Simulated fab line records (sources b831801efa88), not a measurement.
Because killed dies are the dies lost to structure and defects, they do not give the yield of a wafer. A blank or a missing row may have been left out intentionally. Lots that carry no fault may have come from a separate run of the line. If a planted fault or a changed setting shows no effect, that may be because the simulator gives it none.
Problem report in the 8D (eight disciplines) form, filled by code ; flow gf180mcu ; the parts of the form that need people (team, actions taken, sign-off) are left out

## 1. THE ISSUE
Mean NSD_RS at GF_PSD_RS_MEAS_14: 44.55 ohm/sq over 6 wafers in 2 lots; fault-free wafers: 46.08 ohm/sq, standard deviation 0.076. That puts it -20 standard deviations away from the usual mean.
The step: measures by four-point-probe.
Earliest sighting: wafer L104.2 on film-metro-02 at day 17 13:13. The record holds 36 wafers of 12 lots with a number at this step. Rule for "out", or "out of limits": more than 4 standard deviations from the usual mean. The other wafers with a number count as sound.

## 2. WHAT THIS IS AND IS NOT
question;is;is not
which readings at this step;NSD_RS;-
which lots;L104, L106;L101, L111, L112, L113, L114, L117, L995, L997, L998, L999
which wafers of those lots;all that have a number;-
read on which gauges;film-metro-01, film-metro-02;film-metro-03
when;from day 17 13:13;"up to then (15 sound wafers); but 15 sound wafers of L111, L112, L113, L114, L117 came after"

## 3. WHAT RULES OUT EACH SUSPECT
Counting: any tool at a process step up to the reading is kept as a suspect provided that every lot that is out went through it and no sound lot did after the first of them.
- the gauge at GF_PSD_RS_MEAS_14: ruled out. The wafers that are out were read on 2 gauges (film-metro-01, film-metro-02).
- implanter-03 at GF_NSD_IMPLANT_09: ruled out as a lasting fault. The sound lots L113 went through it after L104, its earliest lot that is out (day 16 14:05).
- plasma-asher-03 at GF_NSD_STRIP_11 (strips in O2/N2): ruled out as a lasting fault. The sound lots L111 went through it after L104, its earliest lot that is out (day 16 14:21).
Left after counting: nothing in the record.

## 4. THE CAUSE (what the simulator had put in)
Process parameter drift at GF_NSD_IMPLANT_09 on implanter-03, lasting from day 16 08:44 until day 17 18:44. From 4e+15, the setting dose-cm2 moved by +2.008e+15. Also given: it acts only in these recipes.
Counting ruled it out, wrongly: the rule takes a fault to strike every lot that its tool runs from its start on, and this one did not.

## 5. THE CHAIN OF EFFECTS, in route order
One row per reading whose mean, taken over the struck wafers that have a number, lies over 3 standard deviations from the usual. Only readings for which the record gives a usual standard deviation are gone through. hours: the time from each lot's start at the first step in this table that gives one to its start at this step, as a median over the lots. sigmas: the change in usual standard deviations.
hours;step;reading;usual;on struck wafers;change;sigmas
0;GF_NSD_IMPLANT_09;beam-on-s;18.8 s;27.8;+9.0;+11
0;GF_NSD_IMPLANT_09;dose-ions-cm2;3.999e+15;6.009e+15;+2.010e+15;+99 or more
0;GF_NSD_STRIP_11;strip-time-to-endpoint-s;22.97 s;23.91;+0.95;+22
24;GF_PSD_RS_MEAS_14;NSD_RS;46.08 ohm/sq;44.55;-1.53;-20
It contains these process steps:
- GF_NSD_IMPLANT_09
- GF_NSD_STRIP_11: strips in O2/N2.

## 6. HOW IT WOULD HAVE BEEN CAUGHT EARLIER
Counted from the fault's start at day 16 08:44, it took 28 hours until the first out-of-limits reading at a measuring or inspecting step in this record, taken at day 17 13:13.
The tool's own readings at GF_NSD_IMPLANT_09 were out on every struck wafer that the step has a row for (beam-on-s, dose-ions-cm2): an alarm limit on them would have fired on the first of those.
